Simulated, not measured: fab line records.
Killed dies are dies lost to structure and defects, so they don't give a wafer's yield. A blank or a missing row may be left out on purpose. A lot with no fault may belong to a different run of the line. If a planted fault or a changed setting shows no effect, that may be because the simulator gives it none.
Which of the tools did it? :: flow gf180mcu :: 13 lots, 39 wafers sampled, at 4 steps of a route of 602

== WHAT EACH GAUGE READ, for each wafer ==
GF_M3_CD_MEAS_14 targets a cd of 280 nm. Usual: 279.7 nm for cdNm, sd 1.1.
lot: L443
measured: day 21 04:25
on: cdSem-01
cdNm (nm): 282.2 281.5 280.8
flag: 

lot: L445
measured: day 22 00:45
on: cdSem-02
cdNm (nm): 282.1 281.1 280.8
flag: 

lot: L447
measured: day 22 14:43
on: cdSem-02
cdNm (nm): 278.5 278.5 277.4
flag: 

lot: L448
measured: day 23 04:40
on: cdSem-02
cdNm (nm): 279.1 280.6 280.2
flag: 

lot: L450
measured: day 24 00:07
on: cdSem-01
cdNm (nm): 280.0 279.5 281.1
flag: 

lot: L453
measured: day 25 04:15
on: cdSem-01
cdNm (nm): 279.3 280.8 281.2
flag: 

lot: L454
measured: day 25 08:10
on: cdSem-01
cdNm (nm): 278.8 278.8 278.1
flag: 

lot: L458
measured: day 26 17:50
on: cdSem-01
cdNm (nm): 279.9 278.7 279.2
flag: 

lot: L459
measured: day 27 03:55
on: cdSem-01
cdNm (nm): 281.0 281.4 281.8
flag: 

lot: L461
measured: day 27 13:58
on: cdSem-02
cdNm (nm): 280.2 279.2 279.2
flag: 

lot: L463
measured: day 28 03:22
on: cdSem-02
cdNm (nm): 279.5 280.4 280.2
flag: 

lot: L464
measured: day 28 11:10
on: cdSem-01
cdNm (nm): 279.2 279.0 280.7
flag: 

lot: L466
measured: day 28 17:17
on: cdSem-02
cdNm (nm): 279.8 279.4 279.6
flag: 

GF_M3_OVL_MEAS_15. Usual: for M3_OVL the level is -2 nm and the standard deviation is 6.1.
lot: L443
measured: day 21 04:32
on: overlay-02
M3_OVL (nm): 4 1 -3
flag: 

lot: L445
measured: day 22 00:50
on: overlay-01
M3_OVL (nm): -4 -1 1
flag: 

lot: L447
measured: day 22 14:49
on: overlay-01
M3_OVL (nm): -5 -7 -11
flag: 

lot: L448
measured: day 23 04:45
on: overlay-02
M3_OVL (nm): -1 0 1
flag: 

lot: L450
measured: day 24 00:14
on: overlay-01
M3_OVL (nm): 2 9 3
flag: 

lot: L453
measured: day 25 04:22
on: overlay-02
M3_OVL (nm): -16 -10 2
flag: 

lot: L454
measured: day 25 08:17
on: overlay-02
M3_OVL (nm): -2 -2 -2
flag: 

lot: L458
measured: day 26 17:55
on: overlay-01
M3_OVL (nm): -8 -2 -12
flag: 

lot: L459
measured: day 27 04:02
on: overlay-02
M3_OVL (nm): -1 -5 4
flag: 

lot: L461
measured: day 27 14:05
on: overlay-01
M3_OVL (nm): -6 1 -2
flag: 

lot: L463
measured: day 28 03:29
on: overlay-01
M3_OVL (nm): 40 44 42
flag: OFF

lot: L464
measured: day 28 11:17
on: overlay-01
M3_OVL (nm): -11 0 -17
flag: 

lot: L466
measured: day 28 17:22
on: overlay-01
M3_OVL (nm): 40 45 44
flag: OFF

== TOOL THAT RAN EACH LOT (tool first, then ch and the chambers of the sampled wafers, then the start) ==
lot: L443
GF_M3_SPUTTER_01: pvdSputter-03, day 20 04:50
GF_M3_EXPOSE_11: krfScanner-02 ch 0, day 20 16:28

lot: L445
GF_M3_SPUTTER_01: pvdSputter-03, day 21 01:32
GF_M3_EXPOSE_11: krfScanner-01 ch 0, day 21 13:44

lot: L447
GF_M3_SPUTTER_01: pvdSputter-03, day 21 15:22
GF_M3_EXPOSE_11: krfScanner-02 ch 0, day 22 02:58

lot: L448
GF_M3_SPUTTER_01: pvdSputter-01, day 22 05:23
GF_M3_EXPOSE_11: krfScanner-01 ch 0, day 22 17:16

lot: L450
GF_M3_SPUTTER_01: pvdSputter-04, day 23 01:19
GF_M3_EXPOSE_11: krfScanner-01 ch 0, day 23 12:58

lot: L453
GF_M3_SPUTTER_01: pvdSputter-03, day 24 06:42
GF_M3_EXPOSE_11: krfScanner-02 ch 0, day 24 18:02

lot: L454
GF_M3_SPUTTER_01: pvdSputter-04, day 24 10:26
GF_M3_EXPOSE_11: krfScanner-01 ch 0, day 24 21:58

lot: L458
GF_M3_SPUTTER_01: pvdSputter-04, day 25 21:41
GF_M3_EXPOSE_11: krfScanner-02 ch 0, day 26 07:59

lot: L459
GF_M3_SPUTTER_01: pvdSputter-01, day 26 07:41
GF_M3_EXPOSE_11: krfScanner-01 ch 0, day 26 18:07

lot: L461
GF_M3_SPUTTER_01: pvdSputter-04, day 26 17:34
GF_M3_EXPOSE_11: krfScanner-01 ch 0, day 27 04:05

lot: L463
GF_M3_SPUTTER_01: pvdSputter-04, day 27 06:58
GF_M3_EXPOSE_11: krfScanner-01 ch 0, day 27 17:44

lot: L464
GF_M3_SPUTTER_01: pvdSputter-04, day 27 15:23
GF_M3_EXPOSE_11: krfScanner-02 ch 0, day 28 01:28

lot: L466
GF_M3_SPUTTER_01: pvdSputter-01, day 27 21:35
GF_M3_EXPOSE_11: krfScanner-01 ch 0, day 28 07:48
- GF_M3_SPUTTER_01: material TiN, target thk 30 nm, time 25 s.
- GF_M3_EXPOSE_11: exposes mask Metal3, target cd 280 nm.

== WHAT THE TOOLS THEMSELVES READ (means of the sampled wafers that have a number; where no wafer has one, the mark that the record gives instead) ==
GF_M3_SPUTTER_01. Usual: 29.6 % for throttleValvePct, sd 0.95.
lot: L443
tool: pvdSputter-03
throttleValvePct (%): 30.0
flag: 

lot: L445
tool: pvdSputter-03
throttleValvePct (%): 29.6
flag: 

lot: L447
tool: pvdSputter-03
throttleValvePct (%): 30.2
flag: 

lot: L448
tool: pvdSputter-01
throttleValvePct (%): 28.3
flag: 

lot: L450
tool: pvdSputter-04
throttleValvePct (%): 30.5
flag: 

lot: L453
tool: pvdSputter-03
throttleValvePct (%): 30.1
flag: 

lot: L454
tool: pvdSputter-04
throttleValvePct (%): 29.2
flag: 

lot: L458
tool: pvdSputter-04
throttleValvePct (%): 29.2
flag: 

lot: L459
tool: pvdSputter-01
throttleValvePct (%): 29.0
flag: 

lot: L461
tool: pvdSputter-04
throttleValvePct (%): 29.5
flag: 

lot: L463
tool: pvdSputter-04
throttleValvePct (%): 30.1
flag: 

lot: L464
tool: pvdSputter-04
throttleValvePct (%): 29.3
flag: 

lot: L466
tool: pvdSputter-01
throttleValvePct (%): 28.2
flag: 

== THE ANSWER, worked out from the rows above alone ==
Rule: a lot counts as off when the mean over its wafers that have a number is more than 3 standard deviations away from the usual mean. Also off: a lot with no number at a reading for which 4 or more lots have one. All remaining lots with rows at the step are treated as sound. After the gauges, taken in route order, come the tools' own readings; for these a lot's mean is taken, as printed above. The first step at which some lot is off is used, and at that step the reading that is off furthest; a lot without a number counts as furthest.
Off: L463, L466, at GF_M3_OVL_MEAS_15 (M3_OVL).
A tool fits if, at a process step before that reading, it ran every lot that is off, and no sound lot after the first of them. The gauges at GF_M3_OVL_MEAS_15 are tried like those tools. One fits: GF_M3_EXPOSE_11 on krfScanner-01. A fault onset in the window from L461 (day 27 04:05, its last sound lot) to L463 (day 27 17:44, its first lot off) fits.

== WHAT WAS PUT IN BY THE SIMULATOR ==
Scanner matching overlay: krfScanner-01, from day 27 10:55 on, at GF_M3_EXPOSE_11. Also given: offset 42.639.
Lots struck among those shown: L463, L466. The rule above reached the same finding.
